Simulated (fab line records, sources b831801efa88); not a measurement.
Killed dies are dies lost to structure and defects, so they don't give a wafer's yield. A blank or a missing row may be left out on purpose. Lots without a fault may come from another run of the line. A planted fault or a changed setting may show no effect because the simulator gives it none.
Chamber matching | flow gf180mcu | GF_V4_ETCH_16 on rie_diel-01: 4 sister chambers
The step etches BARC in N2/H2. 8 wafers are shown with their chamber, then 7 later ones without.

WAFERS WITH THEIR CHAMBER
wafer  | chamber | drypump_motor_current_A (A) | throttle_valve_pct (%)
L767.5 | 3       | 5.7                         | 13.207
L770.2 | 0       | 5.3                         | 13.232
L770.6 | 0       | 5.4                         | 13.202
L773.1 | 3       | 5.7                         | 13.219
L773.2 | 1       | 5.7                         | 13.220
L773.4 | 2       | 5.6                         | 13.226
L775.1 | 1       | 5.8                         | 13.202
L775.3 | 2       | 5.6                         | 13.226

WAFERS WITHOUT THEIR CHAMBER
wafer  | drypump_motor_current_A (A) | throttle_valve_pct (%)
L775.5 | 5.7                         | 13.216
L782.1 | 5.3                         | 13.227
L782.2 | 5.6                         | 13.223
L782.6 | 5.3                         | 13.237
L784.3 | 5.7                         | 13.228
L784.4 | 5.3                         | 13.219
L784.5 | 5.7                         | 13.214

WHICH CHAMBER EACH WENT THROUGH
wafer  | from the rows above          | in truth
L775.5 | can't be placed: 3 or 1 or 2 | 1
L782.1 | 0                            | 0
L782.2 | can't be placed: 2 or 3      | 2
L782.6 | 0                            | 0
L784.3 | can't be placed: 3 or 1 or 2 | 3
L784.4 | 0                            | 0
L784.5 | can't be placed: 3 or 1      | 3
Placed correctly: 3 of 7. Can't be placed from these rows: 4 (the true chamber is among the candidates in 4). Placed wrongly: 0.
How it was worked out, from the rows above alone: a wafer's distance from a chamber is the root of the sum, over the readings, of the square of ((its reading less the chamber's mean) divided by the reading's scatter). The wafer belongs to the nearest chamber; if the next one is less than 2 further off, it can't be placed. A chamber's mean is the mean of its shown wafers. The scatter: the root of (the sum of the squares of (reading less its chamber's mean) over the shown wafers, divided by (wafers less chambers)).
